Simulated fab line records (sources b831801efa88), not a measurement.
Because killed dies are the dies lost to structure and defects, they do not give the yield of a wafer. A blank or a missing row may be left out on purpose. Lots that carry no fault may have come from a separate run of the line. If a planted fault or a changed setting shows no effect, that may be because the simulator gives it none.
Matching of chambers    flow sky130    SKY_VIA2_CMP_24 on cmp-02: 4 sister chambers
The step polishes, stops on SiO2, t overpolish 20 s, target thk 0 nm. 4 wafers are shown with their chamber, then 9 later ones without.

EACH WAFER AND ITS CHAMBER
wafer   chamber  motor_current_A (A)
L575.3  3        12.1
L576.3  2        11.8
L578.5  1        9.9
L578.6  0        11.3

WAFERS WITH NO CHAMBER GIVEN
wafer   motor_current_A (A)
L588.1  12.2
L588.3  11.3
L588.6  12.6
L592.2  11.1
L592.4  9.7
L592.6  11.7
L591.3  11.9
L591.5  12.3
L591.6  11.4

THE CHAMBER EACH PASSED THROUGH
wafer   from the rows above           in truth
L588.1  can't be placed: 3 or 2       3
L588.3  0                             0
L588.6  can't be placed: 3 or 2       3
L592.2  0                             0
L592.4  1                             1
L592.6  can't be placed: 2 or 0 or 3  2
L591.3  can't be placed: 2 or 3       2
L591.5  can't be placed: 3 or 2       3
L591.6  can't be placed: 0 or 2       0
3 of 9 placed correctly. From these rows, 6 cannot be placed; in 6 the true chamber is one of the candidates. Wrongly placed: 0.
How it was worked out, from the rows above alone: a wafer's distance from a chamber is the root of the sum, over the readings, of the square of ((its reading less the chamber's mean) divided by the reading's scatter). The wafer belongs to the nearest chamber; if the next one is less than 2 further off, it can't be placed. A chamber's mean is the mean of its shown wafers. The scatter: root of mean squared gap, hidden wafer to nearest shown wafer, with one shown wafer a chamber.
